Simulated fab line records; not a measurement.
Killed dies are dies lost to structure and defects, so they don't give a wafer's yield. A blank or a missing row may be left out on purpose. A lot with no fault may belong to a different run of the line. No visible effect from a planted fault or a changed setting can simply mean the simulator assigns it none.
fab line records	flow sky130
record lots=13	wafers=39	lastDay=50
route steps=708 shown LOCAL_INTERCONNECT@387 CAP2M@615 METAL5@661 PAD_OPEN@702
lots untouched by any fault: they come from a run of this same line in which no faults occurred
startH: hours from the record's first day to the start of the lot's first wafer shown	waitH: time in hours since the lot's previous step	" as in the row above	L1.1+2: a single row standing in for several wafers	- value missing, or start not given	* or withheld: withheld	< > ~ a bound
route shown NAME@n: names a module that has steps shown in the file, with the first one's number in the route	usual: the fault-free wafers' mean and standard deviation	same: alike in all rows	chamber/n: place in a boat	sites: readings site by site	_std_site: standard deviation of those values	_edge_site: outer sites' mean less inner sites'	radiusMm: for every site, how far away it sits from the centre of the wafer	mask NAME#n: copy n	behind: tool/chamber where the wafer was last shaped	hold: why the lot went on hold/how many hours it stayed there/how the hold came to an end	device: names the non-switching transistor (n, p or np)	end of line: tests of these same wafers at the route's end	a step with no rows: only its recipe	killed: the dies lost at the first sort to structure and to defects; this is not the yield of the wafer	map: a wafer's dies, x killed, . not, _ none there
set.NAME: setting as actually run; set.NAME@STEP: the setting as run at that earlier step	model.NAME: the simulator's own value behind a step, which no gauge read
steps of the route over a sample of lots; a table a step, a row a wafer
services: from which hour (startH, from the record's first day; less than 0 if before it) a tool's chamber was out of use, for how many hours, and why
## steps
# step SKY_LOCAL_INTERCONNECT_SPUTTER_00
# recipe material=TiN	targetThkNm=100	tempC=300	powerW=6500	timeS=83.3	chamberPressurePa=0.4
# usual throttleValvePct=30.1/1.6
lot.wafer	tool	chamber	startH	waitH	throttleValvePct
L891.1	pvdSputter-03	-	677.47	0.1	30.9
L891.5	"	-	"	"	31.1
L891.6	"	-	"	"	29.7
L893.2	pvdSputter-01	-	690.83	0.2	29.3
L893.3	"	-	"	"	28.3
L893.4	"	-	"	"	31.3
L892.4	pvdSputter-04	-	690.98	0.2	32.5
L892.5	"	-	"	"	31.6
L892.6	"	-	"	"	30.4
L894.3	pvdSputter-01	-	700.66	0.2	31.3
L894.5	"	-	"	"	29.0
L894.6	"	-	"	"	31.2
L897.1	pvdSputter-01	-	721.04	0.2	28.1
L897.3	"	-	"	"	31.4
L897.5	"	-	"	"	28.4
L898.4	pvdSputter-01	-	726.32	0.1	28.7
L898.5	"	-	"	"	31.2
L898.6	"	-	"	"	29.1
L906.1	pvdSputter-01	-	813.55	0.1	31.0
L906.4	"	-	"	"	28.1
L906.5	"	-	"	"	29.2
L909.1	pvdSputter-03	-	822.99	0.1	32.4
L909.3	"	-	"	"	28.1
L909.5	"	-	"	"	28.4
L908.1	pvdSputter-01	-	839.31	0.2	28.5
L908.3	"	-	"	"	29.0
L908.5	"	-	"	"	29.3
L911.3	pvdSputter-03	-	840.13	0.2	28.3
L911.5	"	-	"	"	29.6
L911.6	"	-	"	"	28.4
L910.1	pvdSputter-01	-	840.41	0.1	28.5
L910.3	"	-	"	"	28.2
L910.5	"	-	"	"	28.5
L913.3	pvdSputter-03	-	846.81	0.2	32.6
L913.4	"	-	"	"	28.3
L913.5	"	-	"	"	32.4
L912.2	pvdSputter-01	-	847.50	0.1	31.2
L912.4	"	-	"	"	28.5
L912.6	"	-	"	"	31.0
# step SKY_CAP2M_OVL_MEAS_12
# usual CAP2M_OVL=0.3/1.3
lot.wafer	tool	chamber	startH	waitH	CAP2M_OVL[nm]
L891.1	overlay-02	-	956.29	0.1	-1.0
L891.5	"	-	"	"	-1.3
L891.6	"	-	"	"	-0.3
L893.2	overlay-01	-	966.44	0.1	0.1
L893.3	"	-	"	"	0.8
L893.4	"	-	"	"	2.3
L892.4	overlay-01	-	967.05	0.1	-1.0
L892.5	"	-	"	"	1.0
L892.6	"	-	"	"	0.0
L894.3	overlay-01	-	972.10	0.1	0.4
L894.5	"	-	"	"	-0.2
L894.6	"	-	"	"	-2.1
L897.1	overlay-01	-	994.37	0.1	2.0
L897.3	"	-	"	"	1.2
L897.5	"	-	"	"	0.4
L898.4	overlay-02	-	995.89	0.1	-0.7
L898.5	"	-	"	"	-1.1
L898.6	"	-	"	"	0.2
L906.1	overlay-01	-	1070.04	0.1	0.3
L906.4	"	-	"	"	1.1
L906.5	"	-	"	"	2.3
L909.1	overlay-01	-	1077.64	0.1	0.7
L909.3	"	-	"	"	-1.4
L909.5	"	-	"	"	-0.5
L908.1	overlay-01	-	1091.94	0.1	-2.1
L908.3	"	-	"	"	-0.9
L908.5	"	-	"	"	-0.9
L911.3	overlay-02	-	1092.45	0.1	-0.2
L911.5	"	-	"	"	0.7
L911.6	"	-	"	"	0.2
L910.1	overlay-02	-	1094.39	0.1	0.2
L910.3	"	-	"	"	1.0
L910.5	"	-	"	"	1.7
L913.3	overlay-01	-	1097.13	0.1	1.6
L913.4	"	-	"	"	-0.3
L913.5	"	-	"	"	1.3
L912.2	overlay-01	-	1098.23	0.1	2.6
L912.4	"	-	"	"	1.9
L912.6	"	-	"	"	3.1
# step SKY_METAL5_SPUTTER_00
# recipe material=Ti	targetThkNm=15	powerW=3000	timeS=10	chamberPressurePa=0.4
# usual throttleValvePct=30.0/1.5
lot.wafer	tool	chamber	startH	waitH	throttleValvePct
L891.1	pvdSputter-01	-	1006.90	0.1	29.0
L891.5	"	-	"	"	31.2
L891.6	"	-	"	"	28.6
L893.2	pvdSputter-01	-	1017.41	0.1	31.0
L893.3	"	-	"	"	29.3
L893.4	"	-	"	"	28.3
L892.4	pvdSputter-03	-	1017.52	0.1	31.0
L892.5	"	-	"	"	29.7
L892.6	"	-	"	"	31.1
L894.3	pvdSputter-01	-	1022.71	0.1	28.3
L894.5	"	-	"	"	31.1
L894.6	"	-	"	"	28.4
L897.1	pvdSputter-03	-	1043.87	0.2	32.5
L897.3	"	-	"	"	30.9
L897.5	"	-	"	"	30.9
L898.4	pvdSputter-01	-	1044.55	0.1	28.4
L898.5	"	-	"	"	28.6
L898.6	"	-	"	"	29.2
L906.1	pvdSputter-01	-	1115.26	0.2	28.1
L906.4	"	-	"	"	29.1
L906.5	"	-	"	"	28.5
L909.1	pvdSputter-03	-	1123.64	0.1	32.1
L909.3	"	-	"	"	30.9
L909.5	"	-	"	"	29.9
L908.1	pvdSputter-03	-	1133.40	0.1	30.7
L908.3	"	-	"	"	32.3
L908.5	"	-	"	"	29.5
L911.3	pvdSputter-03	-	1135.30	0.2	28.4
L911.5	"	-	"	"	29.5
L911.6	"	-	"	"	31.0
L910.1	pvdSputter-04	-	1137.59	0.2	28.6
L910.3	"	-	"	"	30.4
L910.5	"	-	"	"	30.4
L913.3	pvdSputter-03	-	1139.81	0.1	29.5
L913.4	"	-	"	"	29.7
L913.5	"	-	"	"	32.5
L912.2	pvdSputter-01	-	1140.79	0.2	28.7
L912.4	"	-	"	"	29.1
L912.6	"	-	"	"	28.1
# step SKY_PAD_OPEN_STRIP_08
# recipe chemistry=O2/N2	powerW=1400	pressureMtorr=1500	platenTempC=withheld	overashFraction=0.7	o2FlowSccm=3000	n2FlowSccm=300
# usual drypumpMotorCurrentA=5.8/0.36	oesProductAu=0.662/0.0043	stripTimeToEndpointS=37.04/0.11
# same overashFraction=0.7
lot.wafer	tool	chamber	startH	waitH	drypumpMotorCurrentA	oesProductAu	rfHoursCounterH	stripTimeToEndpointS
L891.1	plasmaAsher-03	1	1074.52	0.1	5.4	0.673	92	36.90
L891.5	"	1	"	"	5.3	0.659	-	37.00
L891.6	"	0	"	"	6.2	0.665	-	37.05
L893.2	plasmaAsher-04	0	1082.59	0.1	6.0	0.660	66	36.90
L893.3	"	0	"	"	6.0	0.665	-	36.84
L893.4	"	1	"	"	5.4	0.660	-	36.90
L892.4	plasmaAsher-03	1	1084.10	0.1	5.4	0.656	-	36.97
L892.5	"	0	"	"	6.2	0.661	-	37.00
L892.6	"	1	"	"	5.3	0.659	-	36.87
L894.3	plasmaAsher-04	0	1090.18	0.1	6.0	0.656	-	36.80
L894.5	"	1	"	"	5.4	0.661	-	36.87
L894.6	"	0	"	"	6.0	0.663	-	36.89
L897.1	plasmaAsher-04	1	1107.62	0.1	5.4	0.664	69	37.02
L897.3	"	0	"	"	6.0	0.656	-	37.02
L897.5	"	1	"	"	5.4	0.661	-	36.84
L898.4	plasmaAsher-04	1	1109.03	0.1	5.4	0.661	-	37.12
L898.5	"	1	"	"	5.4	0.664	-	37.16
L898.6	"	0	"	"	6.0	0.661	-	37.09
L906.1	plasmaAsher-03	0	1171.02	0.1	6.2	0.661	101	36.92
L906.4	"	0	"	"	6.2	0.658	-	36.86
L906.5	"	0	"	"	6.2	0.659	-	36.94
L909.1	plasmaAsher-02	0	1179.17	0.1	6.2	0.659	11	36.84
L909.3	"	1	"	"	5.6	0.666	-	36.92
L909.5	"	0	"	"	6.2	0.664	-	36.98
L908.1	plasmaAsher-02	1	1187.47	0.1	5.6	0.670	12	37.23
L908.3	"	1	"	"	5.6	0.660	-	37.14
L908.5	"	1	"	"	5.6	0.659	-	37.24
L911.3	plasmaAsher-02	0	1188.08	0.1	6.3	0.658	-	37.17
L911.5	"	0	"	"	6.2	0.662	-	37.02
L911.6	"	1	"	"	5.6	0.669	-	37.07
L910.1	plasmaAsher-02	0	1190.55	0.1	6.3	0.663	13	37.16
L910.3	"	0	"	"	6.2	0.667	-	37.17
L910.5	"	0	"	"	6.2	0.656	-	37.12
L913.3	plasmaAsher-02	0	1192.93	0.1	6.2	0.667	-	37.08
L913.4	"	1	"	"	5.6	0.669	-	37.17
L913.5	"	0	"	"	6.2	0.659	-	37.08
L912.2	plasmaAsher-02	0	1193.24	0.1	6.3	0.658	13	37.11
L912.4	"	1	"	"	5.6	0.663	-	37.06
L912.6	"	0	"	"	6.3	0.664	-	37.06
# step SKY_PAD_OPEN_PROBE_99
# usual killed_at_M0_to_M3=44/6.3	killed_at_M4_up=2.8/1.7	killedAtContacts=25/5.8	killedAtFrontEnd=14/4.4	killedAtOther=0.3/0.49	killedDies=86/8.7	killedOpen=48/5.8	killedShort=38/6
# same grossDies=492	killedAtBackSide=0
lot.wafer	tool	chamber	startH	waitH	hold	killed_at_M0_to_M3	killed_at_M4_up	killedAtContacts	killedAtFrontEnd	killedAtOther	killedDies	killedOpen	killedShort
L891.1	prober-02	-	1076.75	0.1	-	46	3	23	18	0	90	51	39
L891.5	prober-02	-	1076.95	0.2	-	42	2	24	10	0	78	43	35
L891.6	prober-02	-	1077.00	0.2	-	54	6	24	26	0	110	60	50
L893.2	prober-01	-	1084.89	0.1	-	37	1	31	19	0	88	45	43
L893.3	prober-01	-	1084.94	0.2	-	46	2	27	15	0	90	50	40
L893.4	prober-01	-	1084.99	0.2	-	38	5	28	16	0	87	43	44
L892.4	prober-02	-	1086.49	0.2	-	47	3	32	13	0	95	53	42
L892.5	prober-02	-	1086.54	0.2	-	41	0	24	16	0	81	44	37
L892.6	prober-02	-	1086.59	0.2	-	50	3	23	17	1	94	51	43
L894.3	prober-01	-	1092.46	0.2	-	48	1	25	13	0	87	48	39
L894.5	prober-01	-	1092.56	0.2	-	40	2	32	10	0	84	45	39
L894.6	prober-01	-	1092.61	0.2	-	50	7	16	12	0	85	44	41
L897.1	prober-02	-	1109.83	0.1	awaitDispo/3.6h/release	47	4	19	23	1	94	44	50
L897.3	prober-02	-	1109.93	0.2	awaitDispo/3.6h/release	33	4	30	18	1	86	49	37
L897.5	prober-02	-	1110.03	0.2	awaitDispo/3.6h/release	43	0	73	9	0	125	40	28
L898.4	prober-01	-	1111.40	0.2	awaitDispo/4.9h/release	36	0	73	10	0	119	36	26
L898.5	prober-01	-	1111.45	0.2	awaitDispo/4.9h/release	34	1	20	19	0	74	45	29
L898.6	prober-01	-	1111.50	0.2	awaitDispo/4.9h/release	35	2	39	10	0	86	50	36
L906.1	prober-01	-	1173.27	0.1	-	45	3	33	15	1	97	45	52
L906.4	prober-01	-	1173.42	0.2	-	45	0	37	13	0	95	55	40
L906.5	prober-01	-	1173.47	0.2	-	35	3	23	13	1	75	43	32
L909.1	prober-01	-	1181.38	0.1	-	44	2	21	23	0	90	54	36
L909.3	prober-01	-	1181.48	0.2	-	38	4	26	7	0	75	43	32
L909.5	prober-01	-	1181.58	0.2	-	42	5	29	12	0	88	52	36
L908.1	prober-02	-	1189.69	0.1	-	47	2	19	15	0	83	46	37
L908.3	prober-02	-	1189.79	0.2	-	46	3	30	10	0	89	49	40
L908.5	prober-02	-	1189.89	0.2	-	39	3	24	17	0	83	52	31
L911.3	prober-01	-	1190.39	0.2	-	50	4	30	9	1	94	49	45
L911.5	prober-01	-	1190.49	0.2	-	48	2	26	21	0	97	52	45
L911.6	prober-01	-	1190.54	0.2	-	34	3	23	11	0	71	39	32
L910.1	prober-02	-	1192.77	0.1	-	46	5	27	12	0	90	47	43
L910.3	prober-02	-	1192.87	0.2	-	59	3	20	9	3	94	49	45
L910.5	prober-02	-	1192.97	0.2	-	49	1	21	20	0	91	49	42
L913.3	prober-01	-	1195.25	0.2	-	40	2	21	9	0	72	39	33
L913.4	prober-01	-	1195.30	0.2	-	43	5	19	15	0	82	45	37
L913.5	prober-01	-	1195.35	0.2	-	34	3	29	18	0	84	48	36
L912.2	prober-02	-	1195.51	0.1	-	44	1	27	18	1	91	55	36
L912.4	prober-02	-	1195.61	0.2	-	37	1	33	19	1	91	48	43
L912.6	prober-02	-	1195.71	0.2	-	50	2	17	13	0	82	46	36
# killed by level:class
L891.1 CONTACT:geometricParticle:open=10 VIA1:geometricParticle:open=10 METAL2:geometricParticle:short=9 METAL1:geometricParticle:short=8 POLY_GATE:geometricParticle:open=7 VIA1:geometricParticle:short=5 CONTACT:geometricParticle:short=4 LI_CONTACT:geometricParticle:open=4
L891.5 CONTACT:geometricParticle:open=10 METAL2:geometricParticle:short=8 VIA1:geometricParticle:open=7 VIA2:geometricParticle:open=7 LOCAL_INTERCONNECT:geometricParticle:short=6 VIA3:geometricParticle:open=6 POLY_GATE:geometricParticle:short=5 LI_CONTACT:geometricParticle:open=5
L891.6 FIELD_ISO:geometricParticle:open=10 VIA1:geometricParticle:short=10 VIA3:geometricParticle:open=9 CONTACT:geometricParticle:open=8 VIA1:geometricParticle:open=8 METAL2:geometricParticle:short=7 VIA2:geometricParticle:open=6 CONTACT:geometricParticle:short=6
L893.2 CONTACT:geometricParticle:open=12 METAL2:geometricParticle:short=8 FIELD_ISO:geometricParticle:open=7 LI_CONTACT:geometricParticle:open=7 CONTACT:geometricParticle:short=6 VIA1:geometricParticle:short=6 VIA1:geometricParticle:open=6 VIA3:geometricParticle:open=5
L893.3 LI_CONTACT:geometricParticle:open=8 VIA3:geometricParticle:open=8 VIA1:geometricParticle:open=7 CONTACT:geometricParticle:open=7 VIA2:geometricParticle:open=7 CONTACT:geometricParticle:short=6 VIA3:geometricParticle:short=5 VIA1:geometricParticle:short=5
L893.4 CONTACT:geometricParticle:open=13 METAL2:geometricParticle:short=10 FIELD_ISO:geometricParticle:open=6 VIA1:geometricParticle:open=6 METAL3:geometricParticle:short=5 METAL4:geometricParticle:short=5 LI_CONTACT:geometricParticle:open=4 CONTACT:geometricParticle:short=4
L892.4 CONTACT:geometricParticle:open=14 VIA1:geometricParticle:open=12 METAL1:geometricParticle:short=10 VIA1:geometricParticle:short=7 LI_CONTACT:geometricParticle:open=7 CONTACT:geometricParticle:short=6 POLY_GATE:geometricParticle:short=5 VIA2:geometricParticle:open=4
L892.5 VIA1:geometricParticle:open=13 LI_CONTACT:geometricParticle:open=9 VIA1:geometricParticle:short=8 VIA3:geometricParticle:open=6 POLY_GATE:geometricParticle:short=5 CONTACT:geometricParticle:open=5 POLY_GATE:geometricParticle:open=4 LOCAL_INTERCONNECT:geometricParticle:short=4
L892.6 CONTACT:geometricParticle:open=11 VIA1:geometricParticle:open=8 FIELD_ISO:geometricParticle:short=7 METAL1:geometricParticle:short=7 VIA3:geometricParticle:open=6 VIA1:geometricParticle:short=6 VIA2:geometricParticle:open=6 LI_CONTACT:geometricParticle:open=5
L894.3 CONTACT:geometricParticle:open=13 METAL1:geometricParticle:short=9 VIA1:geometricParticle:open=7 VIA2:geometricParticle:open=7 VIA3:geometricParticle:open=6 VIA1:geometricParticle:short=6 LI_CONTACT:geometricParticle:open=5 CONTACT:geometricParticle:short=4
L894.5 CONTACT:geometricParticle:open=12 VIA1:geometricParticle:open=10 LOCAL_INTERCONNECT:geometricParticle:short=9 CONTACT:geometricParticle:short=8 POLY_GATE:geometricParticle:open=5 VIA3:geometricParticle:open=5 METAL2:geometricParticle:short=4 METAL3:geometricParticle:open=4
L894.6 METAL1:geometricParticle:short=9 VIA1:geometricParticle:open=8 VIA3:geometricParticle:open=8 FIELD_ISO:geometricParticle:open=6 CONTACT:geometricParticle:open=6 VIA2:geometricParticle:short=6 METAL4:geometricParticle:short=5 LI_CONTACT:geometricParticle:open=4
L897.1 METAL2:geometricParticle:short=12 VIA1:geometricParticle:open=9 FIELD_ISO:geometricParticle:short=8 FIELD_ISO:geometricParticle:open=7 VIA3:geometricParticle:open=6 LI_CONTACT:geometricParticle:open=5 CONTACT:geometricParticle:short=5 VIA1:geometricParticle:short=5
L897.3 LI_CONTACT:geometricParticle:open=11 VIA3:geometricParticle:open=9 CONTACT:geometricParticle:open=8 VIA1:geometricParticle:open=7 POLY_GATE:geometricParticle:short=5 CONTACT:geometricParticle:short=5 METAL1:geometricParticle:short=5 FIELD_ISO:geometricParticle:open=4
L897.5 LOCAL_INTERCONNECT:unspecified=57 VIA1:geometricParticle:open=9 VIA1:geometricParticle:short=8 VIA2:geometricParticle:open=6 LI_CONTACT:geometricParticle:open=5 METAL2:geometricParticle:short=5 POLY_GATE:geometricParticle:open=3 LOCAL_INTERCONNECT:geometricParticle:short=3
L898.4 LOCAL_INTERCONNECT:unspecified=57 VIA1:geometricParticle:open=8 LI_CONTACT:geometricParticle:open=7 VIA1:geometricParticle:short=7 VIA3:geometricParticle:open=7 CONTACT:geometricParticle:open=5 FIELD_ISO:geometricParticle:short=4 METAL2:geometricParticle:short=3
L898.5 VIA1:geometricParticle:open=11 CONTACT:geometricParticle:open=7 LI_CONTACT:geometricParticle:open=6 FIELD_ISO:geometricParticle:open=5 POLY_GATE:geometricParticle:open=5 VIA3:geometricParticle:open=5 POLY_GATE:geometricParticle:short=4 CONTACT:geometricParticle:short=4
L898.6 CONTACT:geometricParticle:open=14 LI_CONTACT:geometricParticle:open=9 VIA1:geometricParticle:open=9 VIA3:geometricParticle:open=8 CONTACT:geometricParticle:short=7 LOCAL_INTERCONNECT:geometricParticle:short=6 METAL1:geometricParticle:short=4 VIA1:geometricParticle:short=4
L906.1 CONTACT:geometricParticle:open=11 METAL2:geometricParticle:short=9 METAL1:geometricParticle:short=9 LI_CONTACT:geometricParticle:open=8 VIA2:geometricParticle:open=8 VIA1:geometricParticle:short=6 SPACER:geometricParticle:short=5 LI_CONTACT:geometricParticle:short=4
L906.4 CONTACT:geometricParticle:open=15 VIA2:geometricParticle:open=8 VIA1:geometricParticle:open=7 LI_CONTACT:geometricParticle:open=6 CONTACT:geometricParticle:short=6 POLY_GATE:geometricParticle:open=5 LOCAL_INTERCONNECT:geometricParticle:short=5 LI_CONTACT:geometricParticle:short=4
L906.5 CONTACT:geometricParticle:open=10 VIA1:geometricParticle:open=9 POLY_GATE:geometricParticle:short=5 POLY_GATE:geometricParticle:open=5 LOCAL_INTERCONNECT:geometricParticle:short=5 VIA1:geometricParticle:short=5 VIA3:geometricParticle:open=5 VIA2:geometricParticle:open=4
L909.1 CONTACT:geometricParticle:open=9 VIA2:geometricParticle:open=9 FIELD_ISO:geometricParticle:open=8 VIA1:geometricParticle:open=8 METAL1:geometricParticle:short=6 POLY_GATE:geometricParticle:open=5 LI_CONTACT:geometricParticle:open=5 VIA3:geometricParticle:open=4
L909.3 CONTACT:geometricParticle:open=10 VIA2:geometricParticle:open=9 LI_CONTACT:geometricParticle:open=8 VIA3:geometricParticle:open=8 CONTACT:geometricParticle:short=6 METAL1:geometricParticle:short=5 METAL4:geometricParticle:short=4 VIA1:geometricParticle:open=3
L909.5 CONTACT:geometricParticle:open=11 LI_CONTACT:geometricParticle:open=9 VIA1:geometricParticle:open=8 VIA1:geometricParticle:short=7 CONTACT:geometricParticle:short=6 VIA3:geometricParticle:open=6 VIA2:geometricParticle:open=6 METAL1:geometricParticle:short=5
L908.1 VIA1:geometricParticle:open=11 METAL1:geometricParticle:short=9 LI_CONTACT:geometricParticle:open=8 VIA3:geometricParticle:open=7 POLY_GATE:geometricParticle:short=6 VIA2:geometricParticle:open=6 LOCAL_INTERCONNECT:geometricParticle:short=4 CONTACT:geometricParticle:open=4
L908.3 CONTACT:geometricParticle:open=13 VIA1:geometricParticle:open=10 METAL2:geometricParticle:short=8 VIA2:geometricParticle:open=8 LI_CONTACT:geometricParticle:open=6 LOCAL_INTERCONNECT:geometricParticle:short=6 CONTACT:geometricParticle:short=5 VIA1:geometricParticle:short=5
L908.5 LI_CONTACT:geometricParticle:open=10 CONTACT:geometricParticle:open=8 VIA1:geometricParticle:open=7 METAL2:geometricParticle:short=6 FIELD_ISO:geometricParticle:open=5 VIA1:geometricParticle:short=5 VIA2:geometricParticle:open=5 VIA3:geometricParticle:open=5
L911.3 CONTACT:geometricParticle:open=12 VIA1:geometricParticle:open=10 VIA1:geometricParticle:short=8 CONTACT:geometricParticle:short=8 VIA3:geometricParticle:open=8 METAL1:geometricParticle:short=7 LI_CONTACT:geometricParticle:open=5 METAL1:geometricParticle:open=5
L911.5 CONTACT:geometricParticle:open=11 VIA1:geometricParticle:open=9 VIA2:geometricParticle:open=8 FIELD_ISO:geometricParticle:short=7 METAL1:geometricParticle:short=6 VIA3:geometricParticle:open=6 LI_CONTACT:geometricParticle:open=5 LOCAL_INTERCONNECT:geometricParticle:short=5
L911.6 LI_CONTACT:geometricParticle:open=8 CONTACT:geometricParticle:open=6 VIA1:geometricParticle:short=6 POLY_GATE:geometricParticle:short=5 VIA1:geometricParticle:open=5 VIA2:geometricParticle:open=5 VIA3:geometricParticle:open=4 LOCAL_INTERCONNECT:geometricParticle:short=3
L910.1 CONTACT:geometricParticle:open=9 VIA2:geometricParticle:open=9 VIA1:geometricParticle:open=8 LOCAL_INTERCONNECT:geometricParticle:short=7 METAL1:geometricParticle:short=6 LI_CONTACT:geometricParticle:open=6 FIELD_ISO:geometricParticle:open=5 POLY_GATE:geometricParticle:short=5
L910.3 VIA1:geometricParticle:open=13 METAL1:geometricParticle:short=8 VIA2:geometricParticle:open=8 VIA3:geometricParticle:open=8 VIA1:geometricParticle:short=6 CONTACT:geometricParticle:open=5 METAL2:geometricParticle:short=5 POLY_GATE:geometricParticle:short=4
L910.5 VIA3:geometricParticle:open=10 FIELD_ISO:geometricParticle:open=7 LI_CONTACT:geometricParticle:open=7 VIA1:geometricParticle:open=7 FIELD_ISO:geometricParticle:short=6 VIA2:geometricParticle:open=6 VIA1:geometricParticle:short=6 CONTACT:geometricParticle:short=5
L913.3 VIA1:geometricParticle:open=11 LI_CONTACT:geometricParticle:open=8 CONTACT:geometricParticle:open=7 VIA3:geometricParticle:open=6 POLY_GATE:geometricParticle:short=5 METAL1:geometricParticle:short=5 METAL2:geometricParticle:short=5 VIA2:geometricParticle:open=4
L913.4 VIA1:geometricParticle:open=15 CONTACT:geometricParticle:short=6 VIA3:geometricParticle:open=6 POLY_GATE:geometricParticle:open=5 VIA1:geometricParticle:short=5 LI_CONTACT:geometricParticle:open=4 VIA2:geometricParticle:open=4 VIA3:geometricParticle:short=4
L913.5 CONTACT:geometricParticle:open=9 LI_CONTACT:geometricParticle:open=8 VIA1:geometricParticle:open=7 VIA3:geometricParticle:open=7 FIELD_ISO:geometricParticle:open=5 LOCAL_INTERCONNECT:geometricParticle:short=5 CONTACT:geometricParticle:short=5 VIA2:geometricParticle:open=5
L912.2 CONTACT:geometricParticle:open=17 VIA1:geometricParticle:open=12 POLY_GATE:geometricParticle:short=8 LI_CONTACT:geometricParticle:open=6 VIA2:geometricParticle:open=6 VIA3:geometricParticle:short=6 FIELD_ISO:geometricParticle:open=5 METAL3:geometricParticle:short=5
L912.4 VIA1:geometricParticle:open=14 CONTACT:geometricParticle:open=12 LI_CONTACT:geometricParticle:open=8 LOCAL_INTERCONNECT:geometricParticle:short=7 POLY_GATE:geometricParticle:short=5 VIA1:geometricParticle:short=5 METAL3:geometricParticle:short=5 VIA3:geometricParticle:open=5
L912.6 VIA1:geometricParticle:open=15 CONTACT:geometricParticle:open=7 METAL1:geometricParticle:short=7 VIA2:geometricParticle:open=7 VIA3:geometricParticle:open=6 CONTACT:geometricParticle:short=5 FIELD_ISO:geometricParticle:open=4 VIA1:geometricParticle:short=4
## services
tool	chamber	startH	hours	kind
plasmaAsher-04	-	674.46	8.6	repair
pvdSputter-04	-	749.98	5.7	repair
pvdSputter-03	-	755.24	2.9	repair
pvdSputter-03	-	771.38	5.6	repair
plasmaAsher-02	-	781.52	1.0	repair
plasmaAsher-03	-	790.02	0.8	repair
pvdSputter-01	-	805.42	8.1	repair
pvdSputter-01	-	806.62	2.3	repair
plasmaAsher-02	-	837.83	1.2	repair
plasmaAsher-04	-	837.98	1.5	repair
pvdSputter-04	-	838.53	7.8	repair
pvdSputter-03	-	854.45	6.5	repair
plasmaAsher-02	-	859.40	1.2	repair
pvdSputter-01	-	950.32	3.3	repair
plasmaAsher-03	-	974.12	0.9	repair
plasmaAsher-03	-	987.52	0.7	repair
plasmaAsher-02	-	1055.25	9.0	pm
pvdSputter-01	-	1058.65	6.3	repair
pvdSputter-04	-	1105.32	18.1	repair
plasmaAsher-03	-	1120.26	3.7	repair
plasmaAsher-04	-	1133.86	5.8	repair
plasmaAsher-04	-	1134.26	2.1	repair
pvdSputter-01	-	1184.77	3.8	repair
pvdSputter-01	-	1188.37	3.6	repair
## key
firstSign step=SKY_PAD_OPEN_PROBE_99	reading=killedAtContacts	direction=up	sigmas=8.3	usual=25	struck=73
effect step=SKY_PAD_OPEN_PROBE_99	reading=killedDies	direction=up	sigmas=4.1	usual=86	struck=122
metAt SKY_LOCAL_INTERCONNECT_SPUTTER_00
struckLots L897,L898
struckWafers L897.5,L898.4
testerLeftOut L897,L898
notActingAt SKY_CAP2M_OVL_MEAS_12,SKY_METAL5_SPUTTER_00,SKY_PAD_OPEN_STRIP_08
onsetBetween 690.83 721.04
fault kind=chamberParticleSource	tool=pvdSputter-01	chamber=-	onsetH=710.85	steps=SKY_LOCAL_INTERCONNECT_SPUTTER_00	ratePerVisitCm2=0.98266	endH=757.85	scope=struckWafersOnly
# testerLeftOut: of these lots the tester's yield and bins aren't shown, on N5 and GAA mostly nor the transistor test; their killed dies are dies lost to structure and defects alone, not to doping, threshold or leakage, so they don't give the yield
